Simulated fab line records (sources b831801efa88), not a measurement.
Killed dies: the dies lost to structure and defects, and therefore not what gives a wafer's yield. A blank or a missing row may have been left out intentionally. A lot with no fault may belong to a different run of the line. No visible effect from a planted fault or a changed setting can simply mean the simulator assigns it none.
8D (eight disciplines) problem report, filled in by code | flow gf180mcu | the parts of the form that need people (team, actions taken, sign-off) are left out

1. THE PROBLEM
Mean SAB_CVD_00_THK at GF_SAB_THK_MEAS_01: 82.7 nm over 2 wafers in 2 lots; fault-free wafers: 49.8 nm, standard deviation 0.68. That puts it +48 standard deviations away from the usual mean.
The first sign was on wafer L145.3 at day 19 13:24, on filmMetro-03. The record has a number at this step for 41 wafers belonging to 14 lots. The rule behind "out" and "out of limits": a value lying over 4 standard deviations away from the usual mean. All remaining wafers that have a number are taken as sound.

2. WHAT IT IS, WHAT IT ISN'T
question                    | is                         | is not
which readings at this step | SAB_CVD_00_THK             | -
which lots                  | L145, L146                 | L129, L130, L131, L132, L133, L134, L135, L136, L137, L148, L150, L151
which wafers of those lots  | L145.3, L146.3             | L145.5, L146.1, L146.2
read on which gauges        | filmMetro-03, filmMetro-04 | filmMetro-01
when                        | from day 19 13:24          | up to then (28 sound wafers); but 11 sound wafers of L146, L148, L150, L151 came after

3. THE SUSPECTS, EACH WITH WHAT RULES IT OUT
Counting: a tool at a process step up to the reading stays a suspect if it ran every lot that is out. Sound lots after the first of them don't rule it out here, since some wafers of a struck lot are sound.
- the gauge at GF_SAB_THK_MEAS_01 has been ruled out. The wafers that are out were read on 2 gauges (filmMetro-03, filmMetro-04).
- pecvd-03 at GF_SAB_CVD_00 (deposits SiO2 from TEOS, target thk 50 nm, time 4.9302 s): kept. Ran every lot that is out, first one L145 (day 19 13:22); last sound lot up to then L133 (day 15 11:22).
- pecvd-03, GF_SAB_CVD_00: wafers that are out in chamber 1, sound lot-mates in chambers 0, 2.
The count leaves pecvd-03 at GF_SAB_CVD_00.

4. THE CAUSE (what the simulator had put in)
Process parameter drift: pecvd-03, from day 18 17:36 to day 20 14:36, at GF_SAB_CVD_00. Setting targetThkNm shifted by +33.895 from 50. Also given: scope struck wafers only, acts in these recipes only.
This tool alone remained once counting was done.

5. SEQUENCE OF EFFECTS, ordered by route
Each row: a reading whose mean over the struck wafers that have a number lies more than 3 standard deviations from the usual. Scope: only readings with a usual standard deviation given in the record; hours: median across lots of the time from each lot's start at the first step in this table that gives one to its start at this step; sigmas: change in usual standard deviations.
hours | step               | reading        | usual   | on struck wafers | change | sigmas
0     | GF_SAB_THK_MEAS_01 | SAB_CVD_00_THK | 49.8 nm | 82.7             | +32.9  | +48

6. WHAT WOULD HAVE CAUGHT IT SOONER
20 hours passed between the start of the fault at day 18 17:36 and the first reading out of limits at a measuring or inspecting step in this record, taken at day 19 13:24.
Tool readings at GF_SAB_CVD_00 with a usual standard deviation given in the record: none out on any struck wafer, hence no alarm at a limit of 4 standard deviations on them.
Among the 2 lots that are out, L146 began GF_SAB_CVD_00 on pecvd-03 after day 19 13:24. Putting the tool on hold at that point would have spared it.
